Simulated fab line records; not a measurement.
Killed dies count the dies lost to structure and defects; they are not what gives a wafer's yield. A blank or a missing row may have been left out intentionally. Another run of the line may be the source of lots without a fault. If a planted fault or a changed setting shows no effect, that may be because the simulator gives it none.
A lot that was struck, set against a sound lot | flow gf180mcu | 47 out of 602 route steps
Sound: these wafers, L945.1, L945.2, L945.6. The struck wafers were L950.2, L950.3, L950.6. The cause comes at the end.
Each step with rows lists, per side, the tool, then ch with its chambers, then its first start. Under that, the readings that differ: sound wafers | struck wafers | difference of the means | sigmas: that difference in standard deviations of wafers without a fault.
alike: readings with means less than 2 such deviations apart, plus words and numbers identical on both sides. not compared: withheld readings, readings lacking a value on some wafer, bounds such as >300 that could conceal the same value, and numbers that have no deviation in the record and whose values overlap.
The two part at a step that has a row with sigmas, a row that says differs or no value, or rows on one side only. Numbers that have no deviation but don't overlap get no sigmas and don't part them. Lack of a reading on every wafer of one side parts them only where that side has two or more wafers.

first, 8 steps without rows for these wafers: GF_DNWELL_DEHYDRATE_00 (time 60 s); GF_DNWELL_HMDS_01 (prime time 60 s); GF_DNWELL_COAT_02 (resist thk 3000 nm); GF_DNWELL_SOFTBAKE_03; GF_DNWELL_EXPOSE_04 (exposes mask DNWELL, target cd 1700 nm); GF_DNWELL_PEB_05; GF_DNWELL_DEVELOP_06 (develop time 60 s); GF_DNWELL_IMPLANT_07.
GF_DNWELL_STRIP_08: strips in O2/N2.
  sound on plasma-asher-02 ch 0,1, day 4 01:16; struck on plasma-asher-03 ch 1, day 5 07:19
  alike: drypump-motor-current-A, heater-power-w, oes-product-au, strip-time-to-endpoint-s
  not compared: rf-hours-counter-h
GF_DNWELL_TW_MEAS_09:
  sound: film-metro-03 at day 4 01:22; struck: film-metro-04 at day 5 07:26
  reading   | sound          | struck         | difference | sigmas
  DNWELL_TW | 1376 1378 1379 | 1352 1349 1358 | -25        | -2
then, 2 steps without rows for these wafers: GF_NWELL_DEHYDRATE_00 (time 60 s); GF_NWELL_HMDS_01 (prime time 60 s).
GF_NWELL_COAT_02: resist thk 3000 nm.
  sound on litho-track-04 ch 0, day 4 07:10; struck on litho-track-04, day 5 15:23
  no value came back on the struck wafers for chill-plate-temp-C (C), dispense-pressure-kPa (kPa); on the sound wafers chill-plate-temp-C (C) reads 22.90 23.03 23.01
then, 4 steps without rows for these wafers: GF_NWELL_SOFTBAKE_03; GF_NWELL_EXPOSE_04 (exposes mask Nwell, target cd 860 nm); GF_NWELL_PEB_05; GF_NWELL_DEVELOP_06 (develop time 60 s).
GF_NWELL_OVL_MEAS_07:
  sound: overlay-01 at day 4 13:52; struck: overlay-02 at day 5 22:28
  reading        | sound          | struck | difference                    | sigmas
  NWELL_OVL (nm) | -0.9 -0.1 -1.6 | - - -  | no value on the struck wafers |
then, 2 steps without rows for these wafers: GF_NWELL_IMPLANT_08; GF_NWELL_IMPLANT_09.
GF_NWELL_STRIP_10: strips in O2/N2.
  sound on plasma-asher-01 ch 0,1, day 4 14:12; struck on plasma-asher-04 ch 0,1, day 5 22:48
  no value came back on the struck wafers for oes-product-au (a.u.), strip-time-to-endpoint-s (s); on the sound wafers oes-product-au (a.u.) reads 0.726 0.725 0.725
  reading            | sound       | struck      | difference | sigmas
  heater-power-w (W) | 286 278 281 | 340 346 368 | +70        | +2
  alike: drypump-motor-current-A
  not compared: rf-hours-counter-h
GF_NWELL_TW_MEAS_11:
  sound: film-metro-02 at day 4 14:18; struck: film-metro-01 at day 5 22:55
  alike: NWELL_TW
then, 7 steps without rows for these wafers: GF_LVPWELL_DEHYDRATE_00 (time 60 s); GF_LVPWELL_HMDS_01 (prime time 60 s); GF_LVPWELL_COAT_02 (resist thk 3000 nm); GF_LVPWELL_SOFTBAKE_03; GF_LVPWELL_EXPOSE_04 (exposes mask LVPWELL, target cd 600 nm); GF_LVPWELL_PEB_05; GF_LVPWELL_DEVELOP_06 (develop time 60 s).
GF_LVPWELL_OVL_MEAS_07:
  sound: overlay-02 at day 5 03:58; struck: overlay-02 at day 6 13:11
  alike: LVPWELL_OVL
then, 2 steps without rows for these wafers: GF_LVPWELL_IMPLANT_08; GF_LVPWELL_IMPLANT_09.
GF_LVPWELL_STRIP_10: strips in O2/N2.
  sound on plasma-asher-03 ch 0,1, day 5 04:17; struck on plasma-asher-04 ch 0,1, day 6 13:31
  alike: drypump-motor-current-A, heater-power-w, oes-product-au, strip-time-to-endpoint-s
  not compared: rf-hours-counter-h
GF_LVPWELL_TW_MEAS_11:
  sound: film-metro-01 at day 5 04:23; struck: film-metro-04 at day 6 13:37
  reading    | sound       | struck         | difference | sigmas
  LVPWELL_TW | 561 559 555 | 1597 1601 1594 | +1039      | +99 or more
then, 7 steps without rows for these wafers: GF_MVSD_DEHYDRATE_00 (time 60 s); GF_MVSD_HMDS_01 (prime time 60 s); GF_MVSD_COAT_02 (resist thk 3000 nm); GF_MVSD_SOFTBAKE_03; GF_MVSD_EXPOSE_04 (exposes mask MVSD, target cd 1000 nm); GF_MVSD_PEB_05; GF_MVSD_DEVELOP_06 (develop time 60 s).
GF_MVSD_OVL_MEAS_07:
  sound: overlay-02 at day 5 19:01; struck: overlay-01 at day 7 04:31
  alike: MVSD_OVL
GF_MVSD_TW_MEAS_11:
  sound: film-metro-01 at day 5 19:28; struck: film-metro-04 at day 7 04:57
  reading | sound          | struck         | difference | sigmas
  MVSD_TW | 1580 1583 1579 | 1979 1989 1985 | +404       | +40
GF_MVPSD_TW_MEAS_11:
  sound: film-metro-04 at day 6 10:34; struck: film-metro-04 at day 7 20:51
  reading  | sound       | struck         | difference | sigmas
  MVPSD_TW | 555 553 552 | 1601 1600 1598 | +1046      | +99 or more
GF_VT_IMPLANT_TW_MEAS_10:
  sound: film-metro-04 at day 7 02:03; struck: film-metro-03 at day 8 13:07
  reading       | sound       | struck         | difference | sigmas
  VT_IMPLANT_TW | 566 566 565 | 1602 1597 1612 | +1038      | +99 or more
GF_VT_IMPLANT_TW_MEAS_21:
  sound: film-metro-04 at day 7 17:06; struck: film-metro-04 at day 9 06:37
  reading         | sound          | struck         | difference | sigmas
  VT_IMPLANT_2_TW | 1217 1216 1225 | 1774 1772 1779 | +556       | +64
GF_VT_IMPLANT_TW_MEAS_32:
  sound: film-metro-04 at day 8 09:48; struck: film-metro-02 at day 10 00:01
  reading         | sound             | struck               | difference | sigmas
  VT_IMPLANT_3_TW | 269.8 270.2 268.9 | 1568.0 1568.8 1567.7 | +1298.5    | +99 or more

== WHERE THEY PART ==
At GF_DNWELL_TW_MEAS_09 first; at GF_VT_IMPLANT_TW_MEAS_32 last (within this record only).

WHY: what the simulator had put in
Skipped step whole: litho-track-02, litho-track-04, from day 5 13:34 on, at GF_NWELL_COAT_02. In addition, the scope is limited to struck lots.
